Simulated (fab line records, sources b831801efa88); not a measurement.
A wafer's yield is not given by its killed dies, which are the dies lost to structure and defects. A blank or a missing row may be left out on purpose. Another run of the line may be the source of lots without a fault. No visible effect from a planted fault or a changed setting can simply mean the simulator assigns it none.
What tool caused it?	flow gf180mcu	12 lots with 36 wafers sampled at 2 steps, on a route of 602 steps

== WHAT THE GAUGES READ, wafer by wafer ==
GF_SAB_CD_MEAS_09: target cd 420 nm.
lot	measured	on	cd_nm (nm)
L322	day 15 10:22	cd_sem-02	416.8 418.2 420.2
L324	day 16 02:01	cd_sem-01	419.4 418.2 419.6
L325	day 16 05:46	cd_sem-02	421.0 421.5 422.2
L326	day 16 19:08	cd_sem-02	420.0 419.8 418.2
L327	day 17 01:10	cd_sem-01	419.7 419.2 418.5
L331	day 18 07:11	cd_sem-01	419.1 418.5 418.4
L338	day 21 02:17	cd_sem-02	479.6 480.9 479.4 479.9 480.3 479.3
L341	day 22 00:54	cd_sem-01	420.6 422.0 420.8
L342	day 22 04:08	cd_sem-02	421.7 420.6 422.8
L343	day 22 13:27	cd_sem-01	419.5 420.3 420.1
L344	day 23 09:27	cd_sem-02	419.1 418.4 418.3
L345	day 23 12:21	cd_sem-01	419.1 420.3 421.1

== TOOL THAT RAN EACH LOT (tool first, then ch and the chambers of the sampled wafers, then the start) ==
lot	GF_SAB_EXPOSE_06
L322	iline_stepper-01 ch 0, day 14 23:31
L324	iline_stepper-02 ch 0, day 15 15:19
L325	iline_stepper-02 ch 0, day 15 18:58
L326	iline_stepper-01 ch 0, day 16 08:25
L327	iline_stepper-02 ch 0, day 16 14:07
L331	iline_stepper-01 ch 0, day 17 20:02
L338	iline_stepper-02 ch 0, day 20 14:07
L341	iline_stepper-02 ch 0, day 21 12:52
L342	iline_stepper-02 ch 0, day 21 16:50
L343	iline_stepper-02 ch 0, day 22 02:06
L344	iline_stepper-01 ch 0, day 22 22:24
L345	iline_stepper-02 ch 0, day 23 01:26
- GF_SAB_EXPOSE_06: exposes mask SAB, target cd 420 nm.

== WHAT THE TOOLS THEMSELVES READ (means of the sampled wafers that have a number; where no wafer has one, the mark that the record gives instead) ==
GF_SAB_EXPOSE_06.
lot	tool	exposure_dose_mJ_cm2
L322	iline_stepper-01	140.09
L324	iline_stepper-02	140.02
L325	iline_stepper-02	140.03
L326	iline_stepper-01	140.09
L327	iline_stepper-02	139.94
L331	iline_stepper-01	140.09
L338	iline_stepper-02	140.08
L341	iline_stepper-02	139.99
L342	iline_stepper-02	139.93
L343	iline_stepper-02	140.07
L344	iline_stepper-01	140.06
L345	iline_stepper-02	140.10

== THE ANSWER, worked out from the rows above alone ==
Rule: the lots themselves supply what counts as usual. Put in order of their means at a reading, lots are off if they are a third of the lots or fewer, leave a main group of 4 or more, and stand apart from it by a gap of 3 or more times the standard deviation of the main group's means; of several such gaps the widest counts. A main group is skipped when, at the precision printed for the reading in the tables above, its means are all equal. A lot without any number at a reading at which 4 lots or more have one is off too. Any other lot the step has rows for is counted as sound. After the gauges, taken in route order, come the tools' own readings; for these a lot's mean is taken, as printed above. At the first step where some lot is off, the reading lying furthest off is the one used; lots without a number count as furthest.
Off: L338 (GF_SAB_CD_MEAS_09, cd_nm). Mean 419.8 nm and standard deviation 1.2 in the main group.
If a tool, at a process step before that reading, ran all the lots that are off and no sound lot after the first of them, it fits. Those tools and the gauges at GF_SAB_CD_MEAS_09 are tried in the same way. No candidate that was tried fits.

== WHAT THE SIMULATOR HAD INSERTED ==
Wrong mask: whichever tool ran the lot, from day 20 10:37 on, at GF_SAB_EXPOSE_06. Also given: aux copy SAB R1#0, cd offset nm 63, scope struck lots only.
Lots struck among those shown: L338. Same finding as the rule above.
